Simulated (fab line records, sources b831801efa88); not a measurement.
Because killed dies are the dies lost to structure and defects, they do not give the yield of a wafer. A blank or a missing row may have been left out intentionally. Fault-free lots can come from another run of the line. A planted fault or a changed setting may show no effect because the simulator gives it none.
Which tool is to blame?    flow sky130    12 lots (36 wafers sampled), 1 step of a 708-step route

WHAT THE GAUGES SHOWED, per wafer
SKY_LI_CONTACT_THK_MEAS_23: measures by xrf.
lot   measured      on             LI_CONTACT_W_THK (nm)
L213  day 29 00:37  film_metro-04  389 386 386
L215  day 29 22:32  film_metro-01  396 396 393
L218  day 30 23:00  film_metro-01  399 392 396
L222  day 32 06:13  film_metro-04  401 399 406
L223  day 32 11:36  film_metro-04  390 396 386
L224  day 32 12:42  film_metro-03  395 395 395
L225  day 33 05:46  film_metro-03  395 391 399
L228  day 35 18:11  film_metro-04  390 396 398
L232  day 35 22:55  film_metro-01  405 396 398
L234  day 36 00:55  film_metro-03  400 398 395
L233  day 36 02:02  film_metro-04  388 399 395
L236  day 36 15:59  film_metro-01  392 396 397

WHICH TOOL RAN EACH LOT (tool, then ch and the chambers of the sampled wafers, then the start)
Before these readings, the record contains no process step.

WHAT THE TOOLS THEMSELVES READ (means of the sampled wafers that have a number; where no wafer has one, the mark that the record gives instead)
The record holds no such reading with a usual standard deviation.

THE ANSWER, worked out from the rows above alone
Rule: the lots themselves supply what counts as usual. The widest of any qualifying gaps counts: lots, ordered by their means at a reading, are off when they make up no more than a third of the lots, leave a main group of 4 or more, and stand apart from it by 3 or more times the standard deviation of that group's means. Not used: any main group whose means are identical at the precision the tables above print for the reading. Also off: a lot with no number at a reading for which 4 or more lots have one. The other lots that the step has rows for count as sound. After the gauges, taken in route order, come the tools' own readings; for these a lot's mean is taken, as printed above. The first step at which some lot is off is used, and at that step the reading that is off furthest; a lot without a number counts as furthest.
No lot is off at any reading shown: from this, nothing can be told.

WHAT WAS PUT IN BY THE SIMULATOR
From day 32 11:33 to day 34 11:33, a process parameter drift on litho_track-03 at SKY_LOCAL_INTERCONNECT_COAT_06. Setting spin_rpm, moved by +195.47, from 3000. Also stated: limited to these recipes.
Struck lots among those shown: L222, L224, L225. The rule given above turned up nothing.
